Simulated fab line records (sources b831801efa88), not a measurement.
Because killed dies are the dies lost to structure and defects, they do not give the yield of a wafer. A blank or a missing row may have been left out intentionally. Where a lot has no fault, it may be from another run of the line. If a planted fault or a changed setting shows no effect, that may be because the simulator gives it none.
A struck lot beside a sound one + flow sky130 + 20 steps out of a route of 708
Sound: wafers L389.1, L389.3, L389.4. Struck: wafers L401.1, L401.2, L401.6. The cause comes at the end.
Order at every step that has rows: each side's tool, ch and its chambers, its first start. Under that, the readings that differ: sound wafers + struck wafers + difference of the means + sigmas: that difference in standard deviations of wafers without a fault.
alike: words and numbers the same on both sides, and readings whose means are apart by under 2 such deviations; not compared: readings that were withheld, readings missing a value for some wafer, numbers with overlapping values and no deviation given by the record, and bounds like >300 which may hide the same value.
The two part at a step that has a row with sigmas, a row that says differs or no value, or rows on one side only. When numbers do not overlap yet have no deviation, they are printed without sigmas and do not part them. Lack of a reading on every wafer of one side parts them only where that side has two or more wafers.

first, 1 step without rows for these wafers: SKY_POLY_GATE_CVD_03 (deposits Si3N4 from DCS/NH3, target thk 75 nm, time 1290 s).
SKY_POLY_GATE_THK_MEAS_04:
  sound on filmMetro-01, day 17 02:33; struck on filmMetro-04, day 20 23:53
  alike: POLY_GATE_CVD_03_THK
then, 4 steps without rows for these wafers: SKY_POLY_GATE_DEHYDRATE_05 (time 60 s); SKY_POLY_GATE_HMDS_06 (prime time 60 s); SKY_POLY_GATE_COAT_07 (resist thk 110 nm); SKY_POLY_GATE_COAT_08 (resist thk 450 nm).
SKY_POLY_GATE_SOFTBAKE_09: time 91.16 s.
  sound on lithoTrack-03 ch 0; struck on lithoTrack-03 ch 0
  alike: plateSensorTCentreC, plateSensorTEdgeC, softbakeTempC
then, 3 steps without rows for these wafers: SKY_POLY_GATE_EXPOSE_10 (exposes mask P1M, target cd 150 nm); SKY_POLY_GATE_PEB_11; SKY_POLY_GATE_DEVELOP_12 (develop time 60 s).
SKY_POLY_GATE_CD_MEAS_13 targets a cd of 150 nm.
  sound on cdSem-01, day 18 06:52; struck on cdSem-01, day 22 06:23
| reading   | sound             | struck            | difference | sigmas |
|-----------|-------------------|-------------------|------------|--------|
| cdNm (nm) | 150.5 150.0 150.3 | 147.6 147.0 147.3 | -3.0       | -2     |
SKY_POLY_GATE_OVL_MEAS_14:
  sound on overlay-01, day 18 06:59; struck on overlay-02, day 22 06:30
  alike: POLY_GATE_OVL
SKY_POLY_GATE_ETCH_15: etches BARC in N2/H2, stops on SiO2, time 118.5 s, target depth 110 nm.
  sound on rieDiel-01 ch 0,1,3, day 18 07:02; struck on rieDiel-01 ch 1,2,3, day 22 06:32
  no value came back on the struck wafers for any of 6 readings (biasW (W), chamberPressureMTorr (mTorr) and others); on the sound wafers biasW (W) reads 100.18 99.67 100.10
| reading                                         | sound             | struck        | difference | sigmas |
|-------------------------------------------------|-------------------|---------------|------------|--------|
| model.KrF-thick_of_POLY_GATE_COAT_08.thkNm (nm) | 346.5 343.6 345.3 | 435 435.7 436 | +90        |        |
SKY_POLY_GATE_ETCH_16: etches Si3N4 in CH3F/O2, stops on poly-Si, time 147.5 s, target depth 75 nm.
  sound on rieDiel-01 ch 0,1,3, day 18 07:07; struck on rieDiel-01 ch 1,2,3, day 22 06:37
| reading              | sound                | struck               | difference | sigmas |
|----------------------|----------------------|----------------------|------------|--------|
| oesProductAu (a.u.)  | 0.640 0.643 0.636    | 0.378 0.373 0.378    | -0.263     | -50    |
| throttleValvePct (%) | 10.538 10.537 10.554 | 10.501 10.510 10.513 | -0.035     | -4     |
  alike: O2_flow_sccm, biasW, drypumpMotorCurrentA
  not compared: rfHoursCounterH
SKY_POLY_GATE_ETCH_17: etches poly-Si in HBr/Cl2, stops on SiO2, target depth 180 nm, time 70.5 s.
  sound on rieSi-02 ch 0,1,2, day 18 07:13; struck on rieSi-01 ch 0,1, day 22 06:43
| reading                                         | sound             | struck            | difference | sigmas |
|-------------------------------------------------|-------------------|-------------------|------------|--------|
| oesProductAu (a.u.)                             | 0.982 0.990 0.972 | 0.271 0.270 0.271 | -0.711     | -74    |
| model.KrF-thick_of_POLY_GATE_COAT_08.thkNm (nm) | 145.6 138.9 143.1 | 230 231.3 232.7   | +89        |        |
  alike: HBr_flow_sccm, biasW, drypumpMotorCurrentA, throttleValvePct
  not compared: rfHoursCounterH
SKY_POLY_GATE_STRIP_18: strips in O2/N2.
  sound on plasmaAsher-04 ch 0,1, day 18 07:16; struck on plasmaAsher-04 ch 0,1, day 22 06:46
| reading                  | sound             | struck            | difference | sigmas |
|--------------------------|-------------------|-------------------|------------|--------|
| oesProductAu (a.u.)      | 0.363 0.353 0.360 | 0.410 0.410 0.402 | +0.049     | +10    |
| stripTimeToEndpointS (s) | 3.24 3.15 3.20    | 4.13 4.15 4.17    | +0.95      | +21    |
  alike: drypumpMotorCurrentA
  not compared: rfHoursCounterH
then, 2 steps without rows for these wafers: SKY_POLY_GATE_CLEAN_19 (cleans in SC1/SC2, time 150 s); SKY_POLY_GATE_OXIDATION_20 (stabilise 600 s, purge 300 s, target thk 4 nm).
SKY_POLY_GATE_CD_MEAS_22:
  sound on cdSem-02, day 18 08:50; struck on cdSem-01, day 22 08:14
| reading   | sound             | struck | difference                    | sigmas |
|-----------|-------------------|--------|-------------------------------|--------|
| cdNm (nm) | 148.7 151.6 148.3 | - - -  | no value on the struck wafers |        |
then, 1 step without rows for these wafers: SKY_LDD_N_DEHYDRATE_00 (time 60 s).

WHERE THEY PART
Earliest at SKY_POLY_GATE_CD_MEAS_13; latest, in this record, at SKY_POLY_GATE_CD_MEAS_22.

WHY: whatever the simulator had introduced
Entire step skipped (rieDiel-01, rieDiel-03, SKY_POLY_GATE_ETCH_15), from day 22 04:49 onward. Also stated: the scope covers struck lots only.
